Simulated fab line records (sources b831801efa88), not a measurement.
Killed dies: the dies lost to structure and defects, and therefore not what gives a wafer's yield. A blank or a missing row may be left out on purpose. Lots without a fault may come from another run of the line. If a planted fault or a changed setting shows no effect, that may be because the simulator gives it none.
fab line records ; flow sky130
record: lots: 14; wafers: 42; lastDay: 53
route steps=708 shown SD_N@350 LI_CONTACT@363 PAD_OPEN@708
lots untouched by any fault: they come from a run of this same line in which no faults occurred
startH: the number of hours between the record's first day and the start of the first shown wafer of the lot ; waitH: hours elapsed since this lot's preceding step ; " same as the row above ; L1.1+2: several wafers, shown together as one row ; - no value, or no start given ; * or withheld: withheld ; < > ~ a bound
route shown NAME@n: NAME is a module with steps in the file, n the number in the route of the first one ; usual: mean and standard deviation over wafers with no fault ; same: alike in all rows ; chamber/n: place in a boat ; sites: each site's reading ; _std_site: their standard deviation ; _edge_site: outer sites' mean less inner sites' ; radiusMm: for every site, how far away it sits from the centre of the wafer ; mask NAME#n: copy n ; behind: the most recent tool/chamber to have shaped the wafer ; hold: why the lot was held/for how many hours/how that ended ; device: names the non-switching transistor (n, p or np) ; end of line: tests run on the same wafers once the route is complete ; for a step that has no rows: nothing shown but its recipe ; killed: at the first sort, the dies lost to defects and structure; wafer yield is something else ; map: the dies of a wafer, with x for killed, . for not killed, _ for no die there
set.NAME: the setting the step ran with; set.NAME@STEP: the setting that earlier step ran with ; model.NAME: the simulator's own value behind a step, which no gauge read
route steps across a sampled set of lots; one table per step, one row per wafer
services: when a tool's chamber went out of use (startH, in hours from the record's first day, below 0 if earlier), for how many hours, and the reason
== steps ==
step: SKY_SD_N_OVL_MEAS_08
usual: SD_N_OVL: -0.2/1.5
lot.wafer;tool;chamber;startH;waitH;SD_N_OVL[nm]
L626.2;overlay-01;-;654.12;0.1;-0.4
L626.4;overlay-01;-;654.12;0.1;1.5
L626.5;overlay-01;-;654.12;0.1;0.7
L627.3;overlay-01;-;660.22;0.1;0.1
L627.5;overlay-01;-;660.22;0.1;-0.1
L627.6;overlay-01;-;660.22;0.1;-2.5
L629.1;overlay-02;-;681.87;0.1;2.5
L629.3;overlay-02;-;681.87;0.1;-0.7
L629.4;overlay-02;-;681.87;0.1;1.1
L631.2;overlay-01;-;693.22;0.1;-1.0
L631.3;overlay-01;-;693.22;0.1;-1.3
L631.5;overlay-01;-;693.22;0.1;0.0
L634.3;overlay-01;-;718.27;0.1;-1.6
L634.5;overlay-01;-;718.27;0.1;0.6
L634.6;overlay-01;-;718.27;0.1;-1.3
L635.2;overlay-01;-;736.88;0.1;-0.8
L635.3;overlay-01;-;736.88;0.1;-0.7
L635.6;overlay-01;-;736.88;0.1;-1.2
L636.1;overlay-02;-;738.07;0.1;-0.1
L636.5;overlay-02;-;738.07;0.1;-0.2
L636.6;overlay-02;-;738.07;0.1;0.6
L637.1;overlay-02;-;745.27;0.1;0.0
L637.4;overlay-02;-;745.27;0.1;1.0
L637.5;overlay-02;-;745.27;0.1;1.1
L638.2;overlay-01;-;749.63;0.1;0.5
L638.3;overlay-01;-;749.63;0.1;0.1
L638.6;overlay-01;-;749.63;0.1;-1.5
L639.3;overlay-02;-;755.27;0.1;2.0
L639.5;overlay-02;-;755.27;0.1;2.9
L639.6;overlay-02;-;755.27;0.1;1.7
L640.3;overlay-02;-;767.67;0.1;0.7
L640.5;overlay-02;-;767.67;0.1;-0.4
L640.6;overlay-02;-;767.67;0.1;-0.8
L643.2;overlay-01;-;799.23;0.1;-1.4
L643.4;overlay-01;-;799.23;0.1;-0.8
L643.6;overlay-01;-;799.23;0.1;-0.4
L645.1;overlay-02;-;804.37;0.1;-1.9
L645.3;overlay-02;-;804.37;0.1;-0.7
L645.6;overlay-02;-;804.37;0.1;2.7
L647.1;overlay-02;-;809.31;0.1;-2.2
L647.2;overlay-02;-;809.31;0.1;0.4
L647.3;overlay-02;-;809.31;0.1;0.8
step: SKY_LI_CONTACT_THK_MEAS_01
recipe: reads: PSG_of_LI_CONTACT_HDPCVD_00
usual: LI_CONTACT_HDPCVD_THK: 929/7.9
lot.wafer;tool;chamber;startH;waitH;LI_CONTACT_HDPCVD_THK[nm]
L626.2;filmMetro-03;-;655.33;0.1;923
L626.4;filmMetro-03;-;655.33;0.1;933
L626.5;filmMetro-03;-;655.33;0.1;919
L627.3;filmMetro-03;-;661.50;0.1;932
L627.5;filmMetro-03;-;661.50;0.1;928
L627.6;filmMetro-03;-;661.50;0.1;934
L629.1;filmMetro-02;-;683.08;0.1;932
L629.3;filmMetro-02;-;683.08;0.1;933
L629.4;filmMetro-02;-;683.08;0.1;937
L631.2;filmMetro-04;-;694.43;0.1;934
L631.3;filmMetro-04;-;694.43;0.1;921
L631.5;filmMetro-04;-;694.43;0.1;924
L634.3;filmMetro-04;-;719.48;0.1;914
L634.5;filmMetro-04;-;719.48;0.1;930
L634.6;filmMetro-04;-;719.48;0.1;925
L635.2;filmMetro-04;-;738.08;0.1;938
L635.3;filmMetro-04;-;738.08;0.1;935
L635.6;filmMetro-04;-;738.08;0.1;923
L636.1;filmMetro-04;-;739.26;0.1;930
L636.5;filmMetro-04;-;739.26;0.1;915
L636.6;filmMetro-04;-;739.26;0.1;932
L637.1;filmMetro-02;-;746.47;0.1;931
L637.4;filmMetro-02;-;746.47;0.1;933
L637.5;filmMetro-02;-;746.47;0.1;936
L638.2;filmMetro-02;-;750.86;0.1;923
L638.3;filmMetro-02;-;750.86;0.1;924
L638.6;filmMetro-02;-;750.86;0.1;920
L639.3;filmMetro-04;-;756.48;0.1;928
L639.5;filmMetro-04;-;756.48;0.1;921
L639.6;filmMetro-04;-;756.48;0.1;918
L640.3;filmMetro-02;-;768.89;0.1;939
L640.5;filmMetro-02;-;768.89;0.1;942
L640.6;filmMetro-02;-;768.89;0.1;941
L643.2;filmMetro-04;-;800.44;0.1;918
L643.4;filmMetro-04;-;800.44;0.1;921
L643.6;filmMetro-04;-;800.44;0.1;925
L645.1;filmMetro-04;-;805.57;0.1;940
L645.3;filmMetro-04;-;805.57;0.1;928
L645.6;filmMetro-04;-;805.57;0.1;942
L647.1;filmMetro-03;-;810.51;0.1;917
L647.2;filmMetro-03;-;810.51;0.1;928
L647.3;filmMetro-03;-;810.51;0.1;918
step: SKY_LI_CONTACT_CD_MEAS_12
recipe: targetCdNm: 170
usual: cdNm: 170.3/1.7
lot.wafer;tool;chamber;startH;waitH;cdNm
L626.2;cdSem-01;-;683.82;-;169.4
L626.4;cdSem-01;-;683.82;-;169.1
L626.5;cdSem-01;-;683.82;-;171.0
L627.3;cdSem-02;-;689.89;-;169.2
L627.5;cdSem-02;-;689.89;-;169.3
L627.6;cdSem-02;-;689.89;-;168.3
L629.1;cdSem-01;-;710.84;-;171.5
L629.3;cdSem-01;-;710.84;-;170.8
L629.4;cdSem-01;-;710.84;-;171.5
L631.2;cdSem-01;-;722.47;-;168.2
L631.3;cdSem-01;-;722.47;-;169.3
L631.5;cdSem-01;-;722.47;-;169.7
L634.3;cdSem-01;-;747.32;-;171.7
L634.5;cdSem-01;-;747.32;-;171.8
L634.6;cdSem-01;-;747.32;-;171.6
L635.2;cdSem-02;-;765.47;-;172.6
L635.3;cdSem-02;-;765.47;-;173.5
L635.6;cdSem-02;-;765.47;-;173.5
L636.1;cdSem-02;-;766.55;-;168.9
L636.5;cdSem-02;-;766.55;-;169.4
L636.6;cdSem-02;-;766.55;-;169.6
L637.1;cdSem-01;-;774.58;-;166.6
L637.4;cdSem-01;-;774.58;-;167.8
L637.5;cdSem-01;-;774.58;-;167.4
L638.2;cdSem-02;-;778.00;-;168.7
L638.3;cdSem-02;-;778.00;-;169.2
L638.6;cdSem-02;-;778.00;-;167.4
L639.3;cdSem-02;-;783.07;-;168.6
L639.5;cdSem-02;-;783.07;-;169.4
L639.6;cdSem-02;-;783.07;-;170.0
L640.3;cdSem-01;-;794.59;-;169.1
L640.5;cdSem-01;-;794.59;-;167.3
L640.6;cdSem-01;-;794.59;-;167.1
L643.2;cdSem-02;-;827.22;-;169.2
L643.4;cdSem-02;-;827.22;-;169.4
L643.6;cdSem-02;-;827.22;-;169.6
L645.1;cdSem-02;-;832.20;-;171.6
L645.3;cdSem-02;-;832.20;-;171.9
L645.6;cdSem-02;-;832.20;-;171.6
L647.1;cdSem-02;-;837.32;-;171.3
L647.2;cdSem-02;-;837.32;-;170.4
L647.3;cdSem-02;-;837.32;-;170.6
step: SKY_LI_CONTACT_SPUTTER_19
recipe: material: Ti; targetThkNm: 20; chamberPressurePa: 5; powerW: 2500; substrateTempC: 200; timeS: 106.37
usual: throttleValvePct: 30.2/1.2
lot.wafer;tool;chamber;startH;waitH;throttleValvePct
L626.2;pvdSputter-03;-;684.42;0.0;29.0
L626.4;pvdSputter-03;-;684.42;0.0;28.4
L626.5;pvdSputter-03;-;684.42;0.0;30.2
L627.3;pvdSputter-03;-;690.49;0.0;29.1
L627.5;pvdSputter-03;-;690.49;0.0;30.2
L627.6;pvdSputter-03;-;690.49;0.0;29.1
L629.1;pvdSputter-01;-;711.42;0.0;29.3
L629.3;pvdSputter-01;-;711.42;0.0;30.7
L629.4;pvdSputter-01;-;711.42;0.0;31.7
L631.2;pvdSputter-03;-;723.04;0.0;28.7
L631.3;pvdSputter-03;-;723.04;0.0;29.8
L631.5;pvdSputter-03;-;723.04;0.0;29.0
L634.3;pvdSputter-01;-;747.86;0.0;29.4
L634.5;pvdSputter-01;-;747.86;0.0;31.6
L634.6;pvdSputter-01;-;747.86;0.0;30.5
L635.2;pvdSputter-03;-;766.02;0.0;29.1
L635.3;pvdSputter-03;-;766.02;0.0;28.4
L635.6;pvdSputter-03;-;766.02;0.0;28.4
L636.1;pvdSputter-01;-;767.13;0.0;30.4
L636.5;pvdSputter-01;-;767.13;0.0;30.3
L636.6;pvdSputter-01;-;767.13;0.0;30.4
L637.1;pvdSputter-03;-;775.40;0.0;28.5
L637.4;pvdSputter-03;-;775.40;0.0;28.6
L637.5;pvdSputter-03;-;775.40;0.0;28.4
L638.2;pvdSputter-01;-;778.56;0.0;30.2
L638.3;pvdSputter-01;-;778.56;0.0;29.1
L638.6;pvdSputter-01;-;778.56;0.0;30.1
L643.2;pvdSputter-02;-;827.78;0.0;29.5
L643.4;pvdSputter-02;-;827.78;0.0;30.6
L643.6;pvdSputter-02;-;827.78;0.0;32.9
L645.1;pvdSputter-02;-;832.78;0.0;30.6
L645.3;pvdSputter-02;-;832.78;0.0;33.0
L645.6;pvdSputter-02;-;832.78;0.0;31.5
L647.1;pvdSputter-01;-;837.90;0.0;30.8
L647.2;pvdSputter-01;-;837.90;0.0;30.3
L647.3;pvdSputter-01;-;837.90;0.0;29.2
L639.3;pvdSputter-02;-;903.61;120.0;29.5
L639.5;pvdSputter-02;-;903.61;120.0;32.8
L639.6;pvdSputter-02;-;903.61;120.0;31.6
L640.3;pvdSputter-03;-;915.14;120.0;28.9
L640.5;pvdSputter-03;-;915.14;120.0;28.8
L640.6;pvdSputter-03;-;915.14;120.0;30.2
step: SKY_PAD_OPEN_PROBE_99
usual: killed_at_M0_to_M3: 44/6.6; killed_at_M4_up: 3.4/1.9; killedAtContacts: 25/5.6; killedAtFrontEnd: 15/4.6; killedAtOther: 0.3/0.6; killedDies: 88/9.5; killedOpen: 47/7.1; killedShort: 40/6.4
same: grossDies: 492; killedAtBackSide: 0
lot.wafer;tool;chamber;startH;waitH;killed_at_M0_to_M3;killed_at_M4_up;killedAtContacts;killedAtFrontEnd;killedAtOther;killedDies;killedOpen;killedShort
L627.3;prober-02;-;1085.81;0.2;53;3;31;15;0;102;54;47
L627.5;prober-02;-;1085.91;0.2;43;2;22;18;0;85;46;39
L627.6;prober-02;-;1085.96;0.2;43;4;36;13;0;96;56;39
L629.1;prober-02;-;1104.71;0.1;47;3;23;7;1;81;45;35
L629.3;prober-02;-;1104.81;0.2;40;7;27;15;1;90;47;43
L629.4;prober-02;-;1104.86;0.2;53;2;8;8;2;73;39;32
L631.2;prober-02;-;1112.91;0.1;43;1;29;17;0;90;53;35
L631.3;prober-02;-;1112.96;0.2;48;2;14;22;0;86;56;30
L631.5;prober-02;-;1113.06;0.2;40;1;20;20;0;81;39;42
L643.2;prober-02;-;1182.49;0.1;42;4;32;14;0;92;53;39
L643.4;prober-02;-;1182.59;0.2;42;2;34;10;2;90;48;42
L643.6;prober-02;-;1182.69;0.2;38;5;27;21;0;91;52;39
L645.1;prober-01;-;1185.67;0.1;53;1;34;19;0;107;56;51
L645.3;prober-01;-;1185.77;0.2;42;3;27;16;0;88;40;48
L645.6;prober-01;-;1185.92;0.2;47;4;30;9;0;90;62;27
L639.3;prober-02;-;1272.12;0.2;50;3;29;11;2;95;48;45
L639.5;prober-02;-;1272.22;0.2;38;1;18;13;1;71;41;30
L639.6;prober-02;-;1272.27;0.2;49;1;23;9;2;84;41;41
L640.3;prober-01;-;1278.77;0.2;33;5;30;13;2;83;46;35
L640.5;prober-01;-;1278.87;0.2;39;1;28;21;0;89;46;43
L640.6;prober-01;-;1278.92;0.2;38;1;14;20;0;73;36;37
killed by level:class
L627.3 LI_CONTACT:geometricParticle:open=13 VIA1:geometricParticle:open=12 VIA2:geometricParticle:open=11 VIA1:geometricParticle:short=9 METAL2:geometricParticle:short=9 CONTACT:geometricParticle:open=7 FIELD_ISO:geometricParticle:short=4 SPACER:geometricParticle:short=4
L627.5 CONTACT:geometricParticle:open=10 VIA1:geometricParticle:open=9 METAL1:geometricParticle:short=7 LI_CONTACT:geometricParticle:open=7 SPACER:geometricParticle:short=6 FIELD_ISO:geometricParticle:open=5 METAL2:geometricParticle:short=4 VIA2:geometricParticle:open=4
L627.6 CONTACT:geometricParticle:open=14 LI_CONTACT:geometricParticle:open=12 VIA1:geometricParticle:open=8 METAL1:geometricParticle:short=6 METAL2:geometricParticle:short=6 VIA2:geometricParticle:open=5 LOCAL_INTERCONNECT:geometricParticle:short=5 VIA2:geometricParticle:short=5
L629.1 VIA2:geometricParticle:open=12 CONTACT:geometricParticle:open=11 METAL1:geometricParticle:short=9 VIA1:geometricParticle:open=9 LI_CONTACT:geometricParticle:open=6 POLY_GATE:geometricParticle:short=4 VIA1:geometricParticle:short=4 CONTACT:geometricParticle:short=3
L629.3 LI_CONTACT:geometricParticle:open=9 VIA1:geometricParticle:open=8 VIA2:geometricParticle:open=8 FIELD_ISO:geometricParticle:short=7 FIELD_ISO:geometricParticle:open=6 CONTACT:geometricParticle:short=6 CONTACT:geometricParticle:open=6 METAL1:geometricParticle:short=6
L629.4 VIA1:geometricParticle:open=17 VIA3:geometricParticle:open=8 VIA3:geometricParticle:short=7 METAL1:geometricParticle:short=5 VIA2:geometricParticle:open=5 CONTACT:geometricParticle:open=4 LOCAL_INTERCONNECT:geometricParticle:short=3 VIA2:geometricParticle:short=3
L631.2 VIA2:geometricParticle:open=11 CONTACT:geometricParticle:open=9 METAL1:geometricParticle:short=8 LI_CONTACT:geometricParticle:open=7 VIA3:geometricParticle:open=7 FIELD_ISO:geometricParticle:open=5 FIELD_ISO:geometricParticle:short=5 METAL1:geometricParticle:open=5
L631.3 VIA3:geometricParticle:open=13 VIA1:geometricParticle:short=10 VIA1:geometricParticle:open=10 POLY_GATE:geometricParticle:open=7 CONTACT:geometricParticle:open=6 VIA2:geometricParticle:open=5 FIELD_ISO:geometricParticle:short=4 LI_CONTACT:geometricParticle:open=4
L631.5 POLY_GATE:geometricParticle:open=9 LI_CONTACT:geometricParticle:open=7 METAL1:geometricParticle:short=7 CONTACT:geometricParticle:open=6 VIA1:geometricParticle:short=6 FIELD_ISO:geometricParticle:short=5 VIA2:geometricParticle:open=5 VIA3:geometricParticle:short=5
L643.2 CONTACT:geometricParticle:open=16 VIA3:geometricParticle:open=10 LOCAL_INTERCONNECT:geometricParticle:short=6 LI_CONTACT:geometricParticle:open=6 VIA1:geometricParticle:short=6 POLY_GATE:geometricParticle:short=5 VIA1:geometricParticle:open=5 METAL2:geometricParticle:short=5
L643.4 LI_CONTACT:geometricParticle:open=14 CONTACT:geometricParticle:open=9 VIA1:geometricParticle:open=9 METAL2:geometricParticle:short=7 LOCAL_INTERCONNECT:geometricParticle:short=6 VIA2:geometricParticle:open=6 METAL1:geometricParticle:short=4 VIA3:geometricParticle:short=4
L643.6 CONTACT:geometricParticle:open=9 VIA1:geometricParticle:open=8 METAL2:geometricParticle:short=7 VIA3:geometricParticle:open=7 LOCAL_INTERCONNECT:geometricParticle:short=6 FIELD_ISO:geometricParticle:short=5 POLY_GATE:geometricParticle:open=5 LI_CONTACT:geometricParticle:open=5
L645.1 VIA1:geometricParticle:open=15 CONTACT:geometricParticle:open=9 LI_CONTACT:geometricParticle:open=8 VIA3:geometricParticle:open=7 CONTACT:geometricParticle:short=7 FIELD_ISO:geometricParticle:short=6 METAL1:geometricParticle:short=6 VIA1:geometricParticle:short=6
L645.3 VIA1:geometricParticle:open=12 CONTACT:geometricParticle:open=8 FIELD_ISO:geometricParticle:short=7 LOCAL_INTERCONNECT:geometricParticle:short=6 CONTACT:geometricParticle:short=6 VIA3:geometricParticle:open=6 METAL2:geometricParticle:short=5 POLY_GATE:geometricParticle:short=4
L645.6 CONTACT:geometricParticle:open=15 VIA1:geometricParticle:open=15 VIA2:geometricParticle:open=9 VIA3:geometricParticle:open=6 LI_CONTACT:geometricParticle:open=5 METAL2:geometricParticle:short=5 CONTACT:geometricParticle:short=4 FIELD_ISO:geometricParticle:open=3
L639.3 VIA1:geometricParticle:open=10 LI_CONTACT:geometricParticle:open=9 METAL1:geometricParticle:short=8 CONTACT:geometricParticle:open=7 VIA3:geometricParticle:open=7 VIA1:geometricParticle:short=6 VIA3:geometricParticle:short=5 POLY_GATE:geometricParticle:open=4
L639.5 VIA1:geometricParticle:open=10 LI_CONTACT:geometricParticle:open=6 CONTACT:geometricParticle:open=6 VIA3:geometricParticle:open=6 METAL2:geometricParticle:short=5 VIA2:geometricParticle:open=5 LOCAL_INTERCONNECT:geometricParticle:short=4 VIA1:geometricParticle:short=4
L639.6 METAL1:geometricParticle:short=11 CONTACT:geometricParticle:open=8 VIA1:geometricParticle:short=7 LI_CONTACT:geometricParticle:open=6 VIA2:geometricParticle:open=6 VIA1:geometricParticle:open=5 VIA2:geometricParticle:short=5 METAL2:geometricParticle:short=4
L640.3 CONTACT:geometricParticle:open=14 CONTACT:geometricParticle:short=10 VIA2:geometricParticle:open=7 METAL2:geometricParticle:short=5 VIA1:geometricParticle:open=5 VIA3:geometricParticle:open=5 METAL4:geometricParticle:short=4 FIELD_ISO:geometricParticle:open=3
L640.5 CONTACT:geometricParticle:open=12 VIA3:geometricParticle:open=7 LI_CONTACT:geometricParticle:open=6 METAL1:geometricParticle:short=6 POLY_GATE:geometricParticle:open=5 VIA1:geometricParticle:open=5 VIA3:geometricParticle:short=5 FIELD_ISO:geometricParticle:short=4
L640.6 FIELD_ISO:geometricParticle:short=7 POLY_GATE:geometricParticle:short=7 METAL1:geometricParticle:short=7 VIA2:geometricParticle:open=7 VIA1:geometricParticle:open=6 FIELD_ISO:geometricParticle:open=5 CONTACT:geometricParticle:open=5 VIA3:geometricParticle:open=5
== services ==
tool;chamber;startH;hours;kind
pvdSputter-02;-;776.67;4.0;repair
pvdSputter-03;-;832.97;0.5;repair
pvdSputter-02;-;894.16;0.6;repair
pvdSputter-01;-;898.87;9.4;repair
pvdSputter-03;-;900.35;0.5;repair
== key ==
firstSign: step: SKY_LI_CONTACT_SPUTTER_19; reading: waitH; direction: changed
effect none on later readings
metAt SKY_LI_CONTACT_SPUTTER_19
struckLots L639,L640
struckWafers L639.3,L639.5,L639.6,L640.3,L640.5,L640.6
testerLeftOut L639,L640
notActingAt SKY_SD_N_OVL_MEAS_08,SKY_LI_CONTACT_THK_MEAS_01,SKY_LI_CONTACT_CD_MEAS_12
fault: kind: queueTimeViolation; tool: pvdSputter-01,pvdSputter-02,pvdSputter-03; chamber: -; onsetH: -; steps: SKY_LI_CONTACT_SPUTTER_19; delayHr: 120; scope: struckWafersOnly
testerLeftOut: of these lots the tester's yield and bins aren't shown, on N5 and GAA mostly nor the transistor test; their killed dies are dies lost to structure and defects alone, not to doping, threshold or leakage, so they don't give the yield
